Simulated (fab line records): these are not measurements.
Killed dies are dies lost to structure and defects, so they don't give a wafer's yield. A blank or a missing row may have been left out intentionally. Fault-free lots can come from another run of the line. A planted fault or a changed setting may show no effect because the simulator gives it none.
What tool caused it? | flow sky130 | 42 wafers from 14 lots sampled at 5 of the route's 708 steps

== WHAT THE GAUGES SHOWED, per wafer ==
SKY_METAL5_RS_MEAS_05: the measuring method here is four-point-probe.
lot  | measured     | on           | METAL5_ALCU_RS (ohm/sq)
L573 | day 42 22:53 | filmMetro-03 | 0.0272 0.0273 0.0271
L574 | day 43 14:28 | filmMetro-03 | 0.0269 0.0273 0.0268
L577 | day 44 12:40 | filmMetro-01 | 0.0265 0.0269 0.0271
L578 | day 44 19:02 | filmMetro-04 | 0.0273 0.0273 0.0275
L579 | day 45 08:25 | filmMetro-04 | 0.0269 0.0270 0.0269
L580 | day 45 09:25 | filmMetro-04 | 0.0272 0.0269 0.0270
L581 | day 45 14:54 | filmMetro-03 | 0.0269 0.0266 0.0266
L583 | day 46 00:48 | filmMetro-03 | 0.0272 0.0270 0.0267
L584 | day 46 13:12 | filmMetro-01 | 8.6185 8.5190 8.5641
L585 | day 46 13:48 | filmMetro-03 | 8.7066 8.7024 8.7039
L588 | day 47 06:18 | filmMetro-03 | 0.0269 0.0272 0.0267
L587 | day 47 08:57 | filmMetro-03 | 0.0269 0.0270 0.0273
L595 | day 48 17:37 | filmMetro-03 | 0.0271 0.0270 0.0269
L594 | day 48 19:42 | filmMetro-04 | 0.0276 0.0271 0.0274

SKY_METAL5_THK_MEAS_06: measures by xrf.
lot  | measured     | on           | METAL5_ALCU_THK (nm)
L573 | day 42 23:00 | filmMetro-03 | 1144 1149 1154
L574 | day 43 14:35 | filmMetro-03 | 1166 1160 1181
L577 | day 44 12:46 | filmMetro-01 | 1180 1157 1158
L578 | day 44 19:08 | filmMetro-04 | 1148 1148 1138
L579 | day 45 08:32 | filmMetro-04 | 1168 1168 1171
L580 | day 45 09:32 | filmMetro-04 | 1154 1163 1157
L581 | day 45 15:00 | filmMetro-03 | 1161 1178 1174
L583 | day 46 00:55 | filmMetro-03 | 1156 1161 1178
L584 | day 46 13:18 | filmMetro-01 | <1 <1 <1
L585 | day 46 13:55 | filmMetro-03 | <1 <1 <1
L588 | day 47 06:25 | filmMetro-03 | 1163 1152 1185
L587 | day 47 09:03 | filmMetro-03 | 1170 1162 1154
L595 | day 48 17:43 | filmMetro-03 | 1156 1161 1163
L594 | day 48 19:49 | filmMetro-04 | 1151 1165 1157

== EACH LOT AND THE TOOL THAT RAN IT (in order: tool; ch and the chambers of the sampled wafers; start) ==
lot  | SKY_METAL4_SPUTTER_02       | SKY_VIA4_STRIP_13                   | SKY_METAL5_SPUTTER_02
L573 | pvdSputter-03, day 39 19:11 | plasmaAsher-04 ch 0,1, day 42 21:25 | pvdSputter-02, day 42 22:46
L574 | pvdSputter-04, day 40 11:41 | plasmaAsher-03 ch 0,1, day 43 12:56 | pvdSputter-01, day 43 14:21
L577 | pvdSputter-04, day 41 11:47 | plasmaAsher-04 ch 0,1, day 44 11:04 | pvdSputter-01, day 44 12:30
L578 | pvdSputter-01, day 41 18:58 | plasmaAsher-04 ch 0,1, day 44 17:34 | pvdSputter-04, day 44 18:53
L579 | pvdSputter-03, day 42 09:13 | plasmaAsher-03 ch 0,1, day 45 06:58 | pvdSputter-04, day 45 08:18
L580 | pvdSputter-03, day 42 10:39 | plasmaAsher-04 ch 0,1, day 45 07:58 | pvdSputter-04, day 45 09:18
L581 | pvdSputter-04, day 42 17:38 | plasmaAsher-04 ch 0,1, day 45 13:26 | pvdSputter-02, day 45 14:44
L583 | pvdSputter-01, day 43 04:14 | plasmaAsher-04 ch 0,1, day 45 23:20 | pvdSputter-01, day 46 00:41
L584 | pvdSputter-03, day 43 17:08 | plasmaAsher-03 ch 0,1, day 46 11:44 | pvdSputter-02, day 46 13:02
L585 | pvdSputter-01, day 43 17:31 | plasmaAsher-01 ch 0, day 46 12:20   | pvdSputter-01, day 46 13:41
L588 | pvdSputter-01, day 44 12:12 | plasmaAsher-04 ch 0,1, day 47 04:44 | pvdSputter-02, day 47 06:11
L587 | pvdSputter-01, day 44 15:14 | plasmaAsher-04 ch 0,1, day 47 07:26 | pvdSputter-04, day 47 08:47
L595 | pvdSputter-03, day 46 01:59 | plasmaAsher-03 ch 0,1, day 48 15:43 | pvdSputter-04, day 48 17:28
L594 | pvdSputter-03, day 46 03:20 | plasmaAsher-04 ch 0,1, day 48 17:49 | pvdSputter-04, day 48 19:35
- SKY_METAL4_SPUTTER_02: material AlCu, target thk 735 nm, time 39.1 s.
- SKY_VIA4_STRIP_13: strips in O2/N2.
- SKY_METAL5_SPUTTER_02: material AlCu, target thk 1150 nm, time 61.2 s.

== WHAT THE TOOLS THEMSELVES READ (means of the sampled wafers that have a number; where no wafer has one, the mark that the record gives instead) ==
SKY_METAL4_SPUTTER_02.
lot  | tool          | cathodeDcPowerW (W) | chamberPressurePa (Pa) | throttleValvePct (%)
L573 | pvdSputter-03 | 10600               | 0.3995                 | 30.0
L574 | pvdSputter-04 | 10601               | 0.4001                 | 29.5
L577 | pvdSputter-04 | 10602               | 0.3996                 | 29.9
L578 | pvdSputter-01 | 10601               | 0.4007                 | 30.0
L579 | pvdSputter-03 | 10600               | 0.3996                 | 29.6
L580 | pvdSputter-03 | 10600               | 0.3998                 | 29.6
L581 | pvdSputter-04 | 10598               | 0.3998                 | 30.0
L583 | pvdSputter-01 | 10601               | 0.3998                 | 30.1
L584 | pvdSputter-03 | 10600               | 0.4005                 | 29.6
L585 | pvdSputter-01 | 10601               | 0.3990                 | 30.9
L588 | pvdSputter-01 | 10601               | 0.3994                 | 30.6
L587 | pvdSputter-01 | 10600               | 0.4001                 | 30.7
L595 | pvdSputter-03 | 10601               | 0.3999                 | 30.3
L594 | pvdSputter-03 | 10601               | 0.4006                 | 30.3

SKY_VIA4_STRIP_13.
lot  | tool           | drypumpMotorCurrentA (A) | oesProductAu (a.u.) | stripTimeToEndpointS (s)
L573 | plasmaAsher-04 | 6.0                      | 0.711               | 12.835
L574 | plasmaAsher-03 | 5.3                      | 0.711               | 12.811
L577 | plasmaAsher-04 | 5.7                      | 0.704               | 12.813
L578 | plasmaAsher-04 | 6.0                      | 0.709               | 12.795
L579 | plasmaAsher-03 | 5.3                      | 0.709               | 12.762
L580 | plasmaAsher-04 | 6.0                      | 0.710               | 12.797
L581 | plasmaAsher-04 | 5.7                      | 0.710               | 12.808
L583 | plasmaAsher-04 | 5.7                      | 0.708               | 12.804
L584 | plasmaAsher-03 | 5.4                      | 0.706               | 12.779
L585 | plasmaAsher-01 | 5.3                      | 0.709               | 12.818
L588 | plasmaAsher-04 | 5.7                      | 0.714               | 12.809
L587 | plasmaAsher-04 | 6.0                      | 0.708               | 12.786
L595 | plasmaAsher-03 | 5.3                      | 0.710               | 12.807
L594 | plasmaAsher-04 | 6.0                      | 0.708               | 12.790

SKY_METAL5_SPUTTER_02.
lot  | tool          | cathodeDcPowerW (W) | chamberPressurePa (Pa) | throttleValvePct (%)
L573 | pvdSputter-02 | 10598               | 0.4002                 | 29.9
L574 | pvdSputter-01 | 10599               | 0.3999                 | 29.8
L577 | pvdSputter-01 | 10599               | 0.4001                 | 29.8
L578 | pvdSputter-04 | 10601               | 0.4008                 | 29.7
L579 | pvdSputter-04 | 10599               | 0.4009                 | 30.2
L580 | pvdSputter-04 | 10600               | 0.3998                 | 30.0
L581 | pvdSputter-02 | 10601               | 0.3996                 | 30.0
L583 | pvdSputter-01 | 10598               | 0.4001                 | 30.0
L584 | pvdSputter-02 | -                   | -                      | -
L585 | pvdSputter-01 | -                   | -                      | -
L588 | pvdSputter-02 | 10601               | 0.4009                 | 30.0
L587 | pvdSputter-04 | 10600               | 0.3999                 | 29.6
L595 | pvdSputter-04 | 10599               | 0.3998                 | 29.9
L594 | pvdSputter-04 | 10601               | 0.3999                 | 29.1

== THE ANSWER, worked out from the rows above alone ==
Rule: what is usual is taken from the lots themselves. The widest of any qualifying gaps counts: lots, ordered by their means at a reading, are off when they make up no more than a third of the lots, leave a main group of 4 or more, and stand apart from it by 3 or more times the standard deviation of that group's means. A main group whose means are all the same, to the digits that the tables above print for the reading, isn't used. Also off: a lot with no number at a reading for which 4 or more lots have one. The other lots that the step has rows for count as sound. After the gauges, taken in route order, come the tools' own readings; for these a lot's mean is taken, as printed above. The first step at which some lot is off is used, and at that step the reading that is off furthest; a lot without a number counts as furthest.
Off: L584, L585, seen at SKY_METAL5_RS_MEAS_05 (METAL5_ALCU_RS). Main group: mean 0.0270 ohm/sq, sd 0.00019.
A tool fits if, at a process step before that reading, it ran every lot that is off, and no sound lot after the first of them. Not tried: the gauges at SKY_METAL5_RS_MEAS_05; whatever is off there is also off at SKY_METAL5_SPUTTER_02, on other tools, and gauge error can't account for it. Of those tried, none fits.

== WHAT THE SIMULATOR PUT IN ==
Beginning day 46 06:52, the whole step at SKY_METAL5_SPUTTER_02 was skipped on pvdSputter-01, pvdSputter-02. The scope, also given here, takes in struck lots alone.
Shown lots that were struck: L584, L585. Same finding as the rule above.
